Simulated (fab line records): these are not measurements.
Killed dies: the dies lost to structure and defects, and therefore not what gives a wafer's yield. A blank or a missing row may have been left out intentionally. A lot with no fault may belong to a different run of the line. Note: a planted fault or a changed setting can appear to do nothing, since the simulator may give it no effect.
fab line records	flow sky130	part 2 of 2: steps 25 to 33 of 33
record: lots: 5	wafers: 15	last_day: 49
route steps=708 shown SD_N@356 SD_P@359 RES_XHIGH@360 SALICIDE@361 LI_CONTACT@362 LOCAL_INTERCONNECT@387
lots untouched by any fault: they come from a run of this same line in which no faults occurred
start_h: start of the lot's first displayed wafer, in hours after the record's first day	wait_h: hours elapsed since this lot's preceding step	" the same as in the row above	L1.1+2: a row that stands for several wafers	- no value, or no start given	* or withheld: withheld	< > ~ a bound
route shown NAME@n: names a module that has steps shown in the file, with the first one's number in the route	usual: the fault-free wafers' mean and standard deviation	same: alike in all rows	chamber/n: place in a boat	sites: each site's reading	_std_site: standard deviation of those values	_edge_site: mean of outer sites minus mean of inner sites	radius_mm: how far each site lies from the wafer's centre	mask NAME#n: copy n	behind: the tool/chamber that last shaped the wafer	hold: the reason the lot was held/the length of the hold in hours/how it ended	device: the n, p or np transistor that did not switch	end of line: the tests these same wafers got at the end of their route	where a step has no rows: the recipe by itself	killed: the dies lost at the first sort to structure and to defects; this is not the yield of the wafer	map: per-die view of a wafer (x killed, . not killed, _ where there is no die)
set.NAME: the setting the step ran with; set.NAME@STEP: the setting that earlier step ran with	model.NAME: the simulator's own value behind a step, which no gauge read
certain route steps with their lots: each step a table, each wafer a row
services: when a tool's chamber went out of use (start_h, in hours from the record's first day, below 0 if earlier), for how many hours, and the reason
== steps ==
step: SKY_LI_CONTACT_SPUTTER_19
recipe: material: Ti	target_thk_nm: 20	chamber_pressure_pa: 5	power_w: 2500	substrate_temp_c: 200	time_s: 106.37
usual: cathode_dc_power_W: 2500.0/0.46	chamber_pressure_pa: 5.001/0.011	throttle_valve_pct: 30.0/0.89
lot.wafer	tool	chamber	start_h	wait_h	cathode_dc_power_W	chamber_pressure_pa	throttle_valve_pct
L075.3	pvd_sputter-02	-	695.36	0.0	2499.5	4.993	29.3
L075.5	"	-	"	"	2499.6	5.015	28.9
L075.6	"	-	"	"	2499.7	4.993	31.0
L077.1	pvd_sputter-01	-	710.17	0.0	2500.2	5.000	28.8
L077.2	"	-	"	"	2500.2	5.001	31.7
L077.6	"	-	"	"	2499.9	5.011	28.6
L086.2	pvd_sputter-02	-	799.46	0.0	2500.2	4.989	29.8
L086.4	"	-	"	"	2500.3	4.995	31.0
L086.5	"	-	"	"	2500.3	5.007	29.8
L092.1	pvd_sputter-02	-	824.19	0.0	2500.4	4.994	29.7
L092.2	"	-	"	"	2499.7	5.011	30.8
L092.6	"	-	"	"	2500.7	5.005	30.9
L093.2	pvd_sputter-02	-	826.44	0.0	2500.0	5.002	29.2
L093.3	"	-	"	"	2500.4	4.995	29.4
L093.4	"	-	"	"	2499.7	4.993	30.0
step: SKY_LI_CONTACT_SPUTTER_20
recipe: material: TiN	target_thk_nm: 20	chamber_pressure_pa: 5	power_w: 4000	time_s: 80
usual: cathode_dc_power_W: 4000.0/0.72	chamber_pressure_pa: 5.001/0.011	throttle_valve_pct: 30.0/0.91
lot.wafer	tool	chamber	start_h	wait_h	cathode_dc_power_W	chamber_pressure_pa	throttle_valve_pct
L075.3	pvd_sputter-02	-	695.43	0.0	3999.7	4.985	29.2
L075.5	"	-	"	"	3999.7	5.011	29.4
L075.6	"	-	"	"	4000.0	5.014	30.9
L077.1	pvd_sputter-01	-	710.25	0.0	3998.9	5.001	28.6
L077.2	"	-	"	"	4000.1	5.011	31.9
L077.6	"	-	"	"	3999.4	4.996	28.8
L086.2	pvd_sputter-02	-	799.53	0.0	4000.4	5.003	30.1
L086.4	"	-	"	"	4000.2	4.996	30.8
L086.5	"	-	"	"	4000.3	4.986	29.7
L092.1	pvd_sputter-02	-	824.27	0.0	4001.1	4.985	29.6
L092.2	"	-	"	"	3999.7	5.012	31.2
L092.6	"	-	"	"	4000.6	5.006	31.0
L093.2	pvd_sputter-02	-	826.52	0.0	4001.0	5.002	29.0
L093.3	"	-	"	"	4000.6	4.998	29.4
L093.4	"	-	"	"	3999.9	5.029	30.0
step: SKY_LI_CONTACT_CVD_21
recipe: material: W	target_thk_nm: 400	time_s: 120.56	temp_c: 400	pressure_torr: 40
usual: heater_power_w: 887/92
lot.wafer	tool	chamber	start_h	wait_h	heater_power_w
L075.3	cvd_w-02	1	695.53	0.1	741
L075.5	"	0	"	"	874
L075.6	"	1	"	"	740
L077.1	cvd_w-01	1	710.31	0.0	980
L077.2	"	0	"	"	949
L077.6	"	1	"	"	961
L086.2	cvd_w-02	1	799.59	0.0	750
L086.4	"	0	"	"	878
L086.5	"	1	"	"	749
L092.1	cvd_w-02	0	824.33	0.0	884
L092.2	"	1	"	"	741
L092.6	"	1	"	"	743
L093.2	cvd_w-02	1	826.58	0.0	772
L093.3	"	0	"	"	873
L093.4	"	1	"	"	752
step: SKY_LI_CONTACT_RS_MEAS_22
recipe: thk_meas_gauge: four-point-probe	reads: W_of_LI_CONTACT_CVD_21+TiN_of_LI_CONTACT_SPUTTER_20+Ti_of_LI_CONTACT_SPUTTER_19
usual: LI_CONTACT_W_RS: 0.288/0.0041
lot.wafer	tool	chamber	start_h	wait_h	LI_CONTACT_W_RS[ohm/sq]
L075.3	film_metro-01	-	695.66	0.1	0.284
L075.5	"	-	"	"	0.279
L075.6	"	-	"	"	0.289
L077.1	film_metro-02	-	710.44	0.1	0.284
L077.2	"	-	"	"	0.294
L077.6	"	-	"	"	0.283
L086.2	film_metro-04	-	799.74	0.1	0.295
L086.4	"	-	"	"	0.288
L086.5	"	-	"	"	0.290
L092.1	film_metro-01	-	824.45	0.1	0.290
L092.2	"	-	"	"	0.289
L092.6	"	-	"	"	0.290
L093.2	film_metro-01	-	826.72	0.1	0.291
L093.3	"	-	"	"	0.284
L093.4	"	-	"	"	0.293
step: SKY_LI_CONTACT_THK_MEAS_23
recipe: thk_meas_gauge: xrf	reads: W_of_LI_CONTACT_CVD_21
usual: LI_CONTACT_W_THK: 405/6.7
lot.wafer	tool	chamber	start_h	wait_h	LI_CONTACT_W_THK[nm]
L075.3	film_metro-01	-	695.76	0.1	408
L075.5	"	-	"	"	417
L075.6	"	-	"	"	398
L077.1	film_metro-02	-	710.56	0.1	414
L077.2	"	-	"	"	401
L077.6	"	-	"	"	416
L086.2	film_metro-04	-	799.85	0.1	398
L086.4	"	-	"	"	407
L086.5	"	-	"	"	403
L092.1	film_metro-01	-	824.57	0.1	400
L092.2	"	-	"	"	397
L092.6	"	-	"	"	400
L093.2	film_metro-01	-	826.83	0.1	397
L093.3	"	-	"	"	408
L093.4	"	-	"	"	391
step: SKY_LI_CONTACT_CMP_24
recipe: stop_on: PSG	t_overpolish_s: 20	down_force_psi: 3.5	platen_rpm: 60	target_thk_nm: 0	pad_velocity_m_s: 0.94248
usual: motor_current_A: 11.8/1.2	overpolish_run_s: 20.001/0.0088	time_to_endpoint_s: 96/4.1
lot.wafer	tool	chamber	start_h	wait_h	motor_current_A	overpolish_run_s	time_to_endpoint_s
L075.3	cmp-01	3	695.80	0.0	10.4	19.996	99
L075.5	"	3	"	"	11.0	20.001	103
L075.6	"	0	"	"	10.2	20.011	102
L077.1	cmp-02	0	710.62	0.1	13.5	20.011	99
L077.2	"	3	"	"	12.2	20.017	96
L077.6	"	0	"	"	13.2	19.995	101
L086.4	cmp-02	0	799.95	0.1	13.5	19.991	96
L086.2	"	1	"	"	11.4	20.005	90
L086.5	"	0	"	"	13.5	20.001	95
L092.2	cmp-02	0	824.63	0.0	13.1	20.019	98
L092.1	"	2	"	"	11.3	19.997	94
L092.6	"	0	"	"	13.7	19.996	94
L093.4	cmp-01	0	826.88	0.0	9.7	20.015	104
L093.2	"	1	"	"	11.5	19.992	101
L093.3	"	3	"	"	10.3	19.995	101
step: SKY_LOCAL_INTERCONNECT_SPUTTER_00
recipe: material: TiN	target_thk_nm: 100	temp_c: 300	power_w: 6500	time_s: 83.3	chamber_pressure_pa: 0.4
usual: cathode_dc_power_W: 6499.8/1.1	chamber_pressure_pa: 0.4001/0.00082	throttle_valve_pct: 30.0/1.3
lot.wafer	tool	chamber	start_h	wait_h	cathode_dc_power_W	chamber_pressure_pa	throttle_valve_pct
L075.3	pvd_sputter-04	-	696.10	0.2	6501.4	0.4005	30.5
L075.5	"	-	"	"	6498.9	0.3995	30.5
L075.6	"	-	"	"	6501.9	0.4005	30.0
L077.1	pvd_sputter-03	-	710.92	0.2	6498.2	0.4018	27.9
L077.2	"	-	"	"	6500.0	0.3987	32.4
L077.6	"	-	"	"	6501.3	0.4011	27.7
L086.2	pvd_sputter-04	-	800.20	0.1	6500.2	0.4005	30.2
L086.4	"	-	"	"	6498.1	0.4008	29.5
L086.5	"	-	"	"	6499.7	0.3985	31.1
L092.1	pvd_sputter-01	-	824.93	0.1	6498.3	0.4000	30.3
L092.2	"	-	"	"	6500.1	0.3988	28.8
L092.6	"	-	"	"	6500.4	0.4002	30.3
L093.2	pvd_sputter-01	-	827.18	0.2	6498.6	0.4009	28.9
L093.3	"	-	"	"	6500.3	0.4003	30.1
L093.4	"	-	"	"	6502.1	0.4013	32.1
step: SKY_LOCAL_INTERCONNECT_RS_MEAS_01
recipe: thk_meas_gauge: four-point-probe	reads: TiN_of_LOCAL_INTERCONNECT_SPUTTER_00
usual: LOCAL_INTERCONNECT_TIN_RS: 14.21/0.19
lot.wafer	tool	chamber	start_h	wait_h	LOCAL_INTERCONNECT_TIN_RS[ohm/sq]
L075.3	film_metro-04	-	696.20	0.1	14.22
L075.5	"	-	"	"	14.30
L075.6	"	-	"	"	14.35
L077.1	film_metro-02	-	710.98	0.0	14.21
L077.2	"	-	"	"	14.19
L077.6	"	-	"	"	14.08
L086.2	film_metro-03	-	800.28	0.1	13.95
L086.4	"	-	"	"	14.02
L086.5	"	-	"	"	13.97
L092.1	film_metro-04	-	825.00	0.0	14.14
L092.2	"	-	"	"	13.97
L092.6	"	-	"	"	14.06
L093.2	film_metro-03	-	827.27	0.1	14.01
L093.3	"	-	"	"	14.12
L093.4	"	-	"	"	14.28
step: SKY_LOCAL_INTERCONNECT_THK_MEAS_02
recipe: thk_meas_gauge: xrf	reads: TiN_of_LOCAL_INTERCONNECT_SPUTTER_00
usual: LOCAL_INTERCONNECT_TIN_THK: 97.9/1.3
lot.wafer	tool	chamber	start_h	wait_h	LOCAL_INTERCONNECT_TIN_THK[nm]
L075.3	film_metro-04	-	696.30	0.1	97.9
L075.5	"	-	"	"	97.2
L075.6	"	-	"	"	96.7
L077.1	film_metro-02	-	711.10	0.1	98.1
L077.2	"	-	"	"	98.3
L077.6	"	-	"	"	98.6
L086.2	film_metro-03	-	800.39	0.1	100.0
L086.4	"	-	"	"	99.2
L086.5	"	-	"	"	99.5
L092.1	film_metro-04	-	825.12	0.1	98.6
L092.2	"	-	"	"	99.2
L092.6	"	-	"	"	98.7
L093.2	film_metro-03	-	827.38	0.1	98.5
L093.3	"	-	"	"	98.5
L093.4	"	-	"	"	97.3
== services ==
tool	chamber	start_h	hours	kind
cmp-01	-	655.78	3.3	repair
plasma_asher-03	-	670.78	7.8	repair
pvd_sputter-02	-	673.88	8.2	repair
rie_diel-04	2	674.15	5.4	repair
cmp-01	-	678.90	1.1	repair
rie_diel-01	3	682.79	4.6	repair
cmp-01	-	696.67	0.3	repair
krf_scanner-02	-	697.73	0.8	pm
rie_diel-01	3	709.03	5.8	repair
wet_bench-04	-	723.71	6.4	repair
krf_scanner-02	-	726.77	6.3	repair
cmp-01	-	736.25	9.0	repair
cmp-02	-	737.28	1.4	repair
rie_diel-04	1	743.58	35.4	repair
rie_diel-04	-	743.75	0.3	repair
cmp-01	-	745.20	4.0	pm
pvd_sputter-02	-	766.89	22.5	repair
rie_diel-04	-	768.31	0.5	repair
pvd_sputter-01	-	770.82	3.8	repair
cmp-02	-	784.96	0.7	repair
rie_diel-04	2	798.92	8.9	repair
pvd_sputter-01	-	822.80	1.7	repair
cmp-01	-	823.52	1.5	repair
cmp-01	-	827.18	5.9	pm
